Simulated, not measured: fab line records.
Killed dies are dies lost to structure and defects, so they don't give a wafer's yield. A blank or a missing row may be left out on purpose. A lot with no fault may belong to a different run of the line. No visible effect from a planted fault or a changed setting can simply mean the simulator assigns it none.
Which tool did it? :: flow sky130 :: Sampling: 7 lots, 21 wafers, 2 of 708 route steps

## WHAT THE GAUGES READ, wafer by wafer
SKY_METAL2_RS_MEAS_05: uses a four-point probe to measure.
lot: L361
measured: day 35 03:24
on: film-metro-01
METAL2_ALCU_RS (ohm/sq): 0.1270 0.1272 0.1287

lot: L364
measured: day 35 22:12
on: film-metro-04
METAL2_ALCU_RS (ohm/sq): 0.1285 0.1264 0.1271

lot: L366
measured: day 36 19:13
on: film-metro-01
METAL2_ALCU_RS (ohm/sq): 0.1281 0.1281 0.1278

lot: L369
measured: day 37 17:14
on: film-metro-03
METAL2_ALCU_RS (ohm/sq): 0.1267 0.1286 0.1283

lot: L371
measured: day 37 22:43
on: film-metro-01
METAL2_ALCU_RS (ohm/sq): 0.1362 0.1282 0.1277

lot: L374
measured: day 39 13:52
on: film-metro-04
METAL2_ALCU_RS (ohm/sq): 0.1293 0.1296 0.1283

lot: L381
measured: day 41 02:01
on: film-metro-01
METAL2_ALCU_RS (ohm/sq): 0.1267 0.1264 0.1257

## EACH LOT AND THE TOOL THAT RAN IT (in order: tool; ch and the chambers of the sampled wafers; start)
lot: L361
SKY_METAL2_SPUTTER_02: pvd-sputter-03, day 35 03:15

lot: L364
SKY_METAL2_SPUTTER_02: pvd-sputter-03, day 35 22:05

lot: L366
SKY_METAL2_SPUTTER_02: pvd-sputter-04, day 36 19:06

lot: L369
SKY_METAL2_SPUTTER_02: pvd-sputter-04, day 37 17:07

lot: L371
SKY_METAL2_SPUTTER_02: pvd-sputter-04, day 37 22:37

lot: L374
SKY_METAL2_SPUTTER_02: pvd-sputter-01, day 39 13:46

lot: L381
SKY_METAL2_SPUTTER_02: pvd-sputter-03, day 41 01:54
- SKY_METAL2_SPUTTER_02: material AlCu, target thk 250 nm, time 13.3 s.

## THE ANSWER, worked out from the rows above alone
Rule: the usual values come from the lots themselves. Put in order of their means at a reading, lots are off if they are a third of the lots or fewer, leave a main group of 4 or more, and stand apart from it by a gap of 3 or more times the standard deviation of the main group's means; of several such gaps the widest counts. The tables above print the reading to a certain number of digits; a main group whose means all agree to those digits is not used. A lot without any number at a reading at which 4 lots or more have one is off too. All remaining lots with rows at the step are treated as sound.
Nothing can be told from this: no lot is off at any reading shown.

## WHAT WAS PUT IN BY THE SIMULATOR
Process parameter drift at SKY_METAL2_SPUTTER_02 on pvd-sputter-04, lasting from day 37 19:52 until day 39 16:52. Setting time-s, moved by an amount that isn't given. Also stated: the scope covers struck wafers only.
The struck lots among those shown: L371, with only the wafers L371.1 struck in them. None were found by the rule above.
